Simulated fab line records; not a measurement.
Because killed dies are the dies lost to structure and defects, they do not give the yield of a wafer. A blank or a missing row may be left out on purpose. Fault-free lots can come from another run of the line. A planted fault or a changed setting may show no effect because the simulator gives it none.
Check of tool commonality | flow gf180mcu | 14 lots, 42 wafers sampled

REASON IT WAS OPENED
GF_VT_IMPLANT_RS_MEAS_48, reading LVPWELL_RS: flagged on 2 of 14 lots. Wafers without a fault read 1196.9 ohm/sq, standard deviation 2.9.
Rule: a lot gets a flag if all its wafers with a number sit over 4 standard deviations from that mean, or if no wafer of it has a number. The other lots count as sound.

lot  | measured     | on            | LVPWELL_RS (ohm/sq), wafer by wafer | flag
L308 | day 8 08:01  | film_metro-02 | 1195.1 1196.7 1191.3                |
L309 | day 8 17:54  | film_metro-04 | 1194.9 1196.0 1194.2                |
L310 | day 8 23:09  | film_metro-04 | 1205.6 1200.1 1200.0                |
L311 | day 9 07:19  | film_metro-03 | 1193.7 1192.6 1195.0                |
L313 | day 9 19:30  | film_metro-04 | 1195.7 1194.6 1193.0                |
L315 | day 10 10:52 | film_metro-04 | 1193.9 1192.8 1193.9                |
L316 | day 10 18:31 | film_metro-04 | 1201.1 1204.0 1201.3                |
L317 | day 11 01:50 | film_metro-03 | 1200.5 1198.0 1196.8                |
L318 | day 11 10:15 | film_metro-03 | 1197.4 1195.6 1196.2                |
L319 | day 11 15:20 | film_metro-02 | 1199.9 1193.4 1195.6                |
L324 | day 12 23:16 | film_metro-04 | 1192.0 1197.0 1197.5                |
L327 | day 13 18:20 | film_metro-02 | 1218.9 1218.9 1219.5                | FLAGGED
L330 | day 14 16:23 | film_metro-02 | 1215.0 1219.2 1216.6                | FLAGGED
L331 | day 14 22:23 | film_metro-04 | 1194.4 1196.8 1198.8                |
The mean of the flagged lots' numbers is 1218.0 ohm/sq, +21.1 ohm/sq from the usual (+7 standard deviations).

TOOL THAT RAN EACH LOT
The record holds 1 process step before the reading, out of a route of 602 steps. In each cell: the tool, then ch and the chambers that the sampled wafers went through, then the start.
lot  | flag    | GF_LVPWELL_IMPLANT_09
L308 |         | implanter-03 ch 0, day 4 00:46
L309 |         | implanter-03 ch 0, day 4 09:33
L310 |         | implanter-03 ch 0, day 4 15:45
L311 |         | implanter-02 ch 0, day 4 20:52
L313 |         | implanter-03 ch 0, day 5 06:04
L315 |         | implanter-03 ch 0, day 5 19:11
L316 |         | implanter-03 ch 0, day 6 01:10
L317 |         | implanter-03 ch 0, day 6 07:19
L318 |         | implanter-03 ch 0, day 6 13:31
L319 |         | implanter-02 ch 0, day 6 16:37
L324 |         | implanter-01 ch 0, day 7 21:04
L327 | FLAGGED | implanter-01 ch 0, day 8 14:56
L330 | FLAGGED | implanter-01 ch 0, day 9 10:19
L331 |         | implanter-02 ch 0, day 9 14:28
What these steps do:
- GF_LVPWELL_IMPLANT_09
- GF_VT_IMPLANT_RS_MEAS_48: measures by four-point-probe.

FLAGGED OVER TOTAL, TOOL BY TOOL (the gauges that took the reading come last)
step                     | tool          | lots run | flagged | share of the flagged lots | sound lots run after its first flagged lot
GF_LVPWELL_IMPLANT_09    | implanter-01  | 3        | 2       | all                       | 0
GF_LVPWELL_IMPLANT_09    | implanter-02  | 3        | 0       | none                      | -
GF_LVPWELL_IMPLANT_09    | implanter-03  | 8        | 0       | none                      | -
GF_VT_IMPLANT_RS_MEAS_48 | film_metro-02 | 4        | 2       | all                       | 0
GF_VT_IMPLANT_RS_MEAS_48 | film_metro-03 | 3        | 0       | none                      | -
GF_VT_IMPLANT_RS_MEAS_48 | film_metro-04 | 7        | 0       | none                      | -

WHAT THE TABLE ALLOWS
Rows of the table that ran all the flagged lots, 2 in number: implanter-01 at GF_LVPWELL_IMPLANT_09; film_metro-02 at GF_VT_IMPLANT_RS_MEAS_48.
- implanter-01 at GF_LVPWELL_IMPLANT_09 ran 3 lots, 2 of them flagged. It ran its last sound lot, L324, at day 7 21:04 and its first flagged lot, L327, at day 8 14:56: a fault with its onset between the two fits.
- film_metro-02 at GF_VT_IMPLANT_RS_MEAS_48 ran 4 lots, 2 of them flagged. It ran its last sound lot, L319, at day 11 15:20 and its first flagged lot, L327, at day 13 18:20: a fault with its onset between the two fits.
A lot count leaves these 2 tools indistinguishable: every one of them fits a fault beginning at some hour. More lots, or a look at what each step does to the wafer, might.

WHAT THE SIMULATOR PUT IN
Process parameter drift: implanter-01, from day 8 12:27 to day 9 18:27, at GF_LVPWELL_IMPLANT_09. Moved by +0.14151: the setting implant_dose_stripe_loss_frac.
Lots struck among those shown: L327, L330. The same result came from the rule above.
